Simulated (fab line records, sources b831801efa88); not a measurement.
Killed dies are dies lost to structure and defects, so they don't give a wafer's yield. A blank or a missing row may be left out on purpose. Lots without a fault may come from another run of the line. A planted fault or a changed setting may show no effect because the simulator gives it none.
Which tool did it? | flow gf180mcu | 15 lots, 45 wafers sampled, at 3 steps of a route of 602

WHAT THE GAUGES READ, wafer by wafer
GF_VT_IMPLANT_RS_MEAS_47: measures by four-point-probe. Usual: NWELL_RS 487.8 ohm/sq, standard deviation 1.2.
lot  | measured     | on            | NWELL_RS (ohm/sq) | flag
L781 | day 7 12:18  | film_metro-01 | 487.9 488.1 487.5 |
L783 | day 8 01:07  | film_metro-04 | 487.7 486.8 486.3 |
L784 | day 8 07:42  | film_metro-02 | 487.5 488.7 487.2 |
L785 | day 8 14:36  | film_metro-04 | 489.8 489.2 491.2 |
L786 | day 8 20:56  | film_metro-01 | 488.4 486.5 488.5 |
L787 | day 9 05:46  | film_metro-02 | 486.5 485.7 486.0 |
L788 | day 9 09:01  | film_metro-01 | 489.5 488.6 488.4 |
L796 | day 11 20:03 | film_metro-01 | 487.3 488.5 488.5 |
L797 | day 12 01:53 | film_metro-01 | 489.0 488.7 488.7 |
L798 | day 12 06:02 | film_metro-01 | 487.9 485.8 487.6 |
L800 | day 12 20:24 | film_metro-02 | 487.0 487.6 486.3 |
L801 | day 13 01:48 | film_metro-01 | 487.4 488.1 487.0 |
L802 | day 13 05:34 | film_metro-01 | 488.0 487.9 487.6 |
L803 | day 14 04:21 | film_metro-01 | 488.9 486.8 488.1 |
L804 | day 14 07:00 | film_metro-04 | 486.9 487.7 486.9 |

WHICH TOOL RAN EACH LOT (tool, then ch and the chambers of the sampled wafers, then the start)
lot  | GF_VT_IMPLANT_STRIP_31               | GF_VT_IMPLANT_STRIP_42
L781 | plasma_asher-02 ch 0, day 6 20:07    | plasma_asher-04 ch 0,1, day 7 11:52
L783 | plasma_asher-02 ch 0,1, day 7 09:37  | plasma_asher-04 ch 0,1, day 8 00:40
L784 | plasma_asher-02 ch 0,1, day 7 15:46  | plasma_asher-03 ch 0,1, day 8 07:16
L785 | plasma_asher-02 ch 0,1, day 7 22:10  | plasma_asher-02 ch 0,1, day 8 14:10
L786 | plasma_asher-03 ch 0,1, day 8 03:52  | plasma_asher-03 ch 0,1, day 8 20:22
L787 | plasma_asher-02 ch 0, day 8 11:55    | plasma_asher-03 ch 0,1, day 9 05:19
L788 | plasma_asher-02 ch 0,1, day 8 15:46  | plasma_asher-02 ch 0,1, day 9 08:34
L796 | plasma_asher-04 ch 0,1, day 11 00:52 | plasma_asher-04 ch 0,1, day 11 19:37
L797 | plasma_asher-02 ch 0,1, day 11 06:04 | plasma_asher-04 ch 0, day 12 01:25
L798 | plasma_asher-02 ch 0,1, day 11 10:57 | plasma_asher-02 ch 0,1, day 12 05:36
L800 | plasma_asher-02 ch 0,1, day 12 00:46 | plasma_asher-04 ch 0,1, day 12 19:58
L801 | plasma_asher-03 ch 0,1, day 12 05:33 | plasma_asher-03 ch 0,1, day 13 01:21
L802 | plasma_asher-02 ch 0,1, day 12 09:37 | plasma_asher-02 ch 0,1, day 13 05:07
L803 | plasma_asher-03 ch 0,1, day 13 07:52 | plasma_asher-04 ch 1, day 14 03:55
L804 | plasma_asher-04 ch 0,1, day 13 09:55 | plasma_asher-02 ch 0,1, day 14 06:34
- GF_VT_IMPLANT_STRIP_31: strips in O2/N2.
- GF_VT_IMPLANT_STRIP_42: strips in O2/N2.

WHAT THE TOOLS THEMSELVES READ (means of the sampled wafers that have a number; where no wafer has one, the mark that the record gives instead)
GF_VT_IMPLANT_STRIP_31. Usual: drypump_motor_current_A 5.74 A, standard deviation 0.18; heater_power_w 346 W, standard deviation 33; oes_product_au 0.716 a.u., standard deviation 0.0044; strip_time_to_endpoint_s 12.647 s, standard deviation 0.03.
lot  | tool            | drypump_motor_current_A (A) | heater_power_w (W) | oes_product_au (a.u.) | strip_time_to_endpoint_s (s) | flag
L781 | plasma_asher-02 | 5.57                        | 299                | 0.714                 | 12.675                       |
L783 | plasma_asher-02 | 5.65                        | 322                | 0.722                 | 12.638                       |
L784 | plasma_asher-02 | 5.63                        | 332                | 0.714                 | 12.622                       |
L785 | plasma_asher-02 | 5.65                        | 324                | 0.714                 | 12.596                       |
L786 | plasma_asher-03 | 5.67                        | 371                | 0.716                 | 12.642                       |
L787 | plasma_asher-02 | 5.57                        | 300                | 0.716                 | 12.669                       |
L788 | plasma_asher-02 | 5.65                        | 327                | 0.716                 | 12.657                       |
L796 | plasma_asher-04 | 6.07                        | 338                | 0.715                 | 12.652                       |
L797 | plasma_asher-02 | 5.72                        | 352                | 0.715                 | 12.623                       |
L798 | plasma_asher-02 | 5.63                        | 326                | 0.715                 | 12.694                       |
L800 | plasma_asher-02 | 5.70                        | 352                | 0.714                 | 12.635                       |
L801 | plasma_asher-03 | 5.69                        | 369                | 0.716                 | 12.700                       |
L802 | plasma_asher-02 | 5.63                        | 326                | 0.717                 | 12.654                       |
L803 | plasma_asher-03 | 5.68                        | 365                | 0.711                 | 12.642                       |
L804 | plasma_asher-04 | 6.05                        | 337                | 0.713                 | 12.659                       |

GF_VT_IMPLANT_STRIP_42. Usual: drypump_motor_current_A 5.83 A, standard deviation 0.21; heater_power_w 348 W, standard deviation 25; oes_product_au 0.716 a.u., standard deviation 0.0048; strip_time_to_endpoint_s 12.65 s, standard deviation 0.035.
lot  | tool            | drypump_motor_current_A (A) | heater_power_w (W) | oes_product_au (a.u.) | strip_time_to_endpoint_s (s) | flag
L781 | plasma_asher-04 | 6.09                        | 342                | 0.720                 | 12.58                        |
L783 | plasma_asher-04 | 6.06                        | 340                | 0.711                 | 12.68                        |
L784 | plasma_asher-03 | 5.67                        | 364                | 0.722                 | 12.61                        |
L785 | plasma_asher-02 | 5.64                        | 327                | 0.715                 | 12.67                        |
L786 | plasma_asher-03 | 5.69                        | 369                | 0.713                 | 12.67                        |
L787 | plasma_asher-03 | 5.69                        | 361                | 0.711                 | 12.68                        |
L788 | plasma_asher-02 | 5.62                        | 329                | 0.718                 | 12.66                        |
L796 | plasma_asher-04 | 6.05                        | 347                | 0.717                 | 12.67                        |
L797 | plasma_asher-04 | 6.08                        | 339                | 0.719                 | 12.63                        |
L798 | plasma_asher-02 | 5.64                        | 327                | 0.714                 | 12.61                        |
L800 | plasma_asher-04 | 6.09                        | 338                | 0.710                 | 12.63                        |
L801 | plasma_asher-03 | 5.68                        | 367                | 0.721                 | 12.66                        |
L802 | plasma_asher-02 | 5.72                        | 350                | 0.714                 | 12.65                        |
L803 | plasma_asher-04 | 6.05                        | 339                | 0.719                 | 12.62                        |
L804 | plasma_asher-02 | 5.72                        | 352                | 0.717                 | 12.63                        |

THE ANSWER, worked out from the rows above alone
Rule: a lot is off if the mean of its wafers that have a number lies more than 3 standard deviations from the usual mean. A lot without any number at a reading at which 4 lots or more have one is off too. The other lots that the step has rows for count as sound. The gauges are gone through in route order, then the tools' own readings, and for those a lot's mean is taken as printed above. The first step at which some lot is off is used, and at that step the reading that is off furthest; a lot without a number counts as furthest.
No lot is off at any reading shown: from this, nothing can be told.

WHAT THE SIMULATOR HAD PUT IN
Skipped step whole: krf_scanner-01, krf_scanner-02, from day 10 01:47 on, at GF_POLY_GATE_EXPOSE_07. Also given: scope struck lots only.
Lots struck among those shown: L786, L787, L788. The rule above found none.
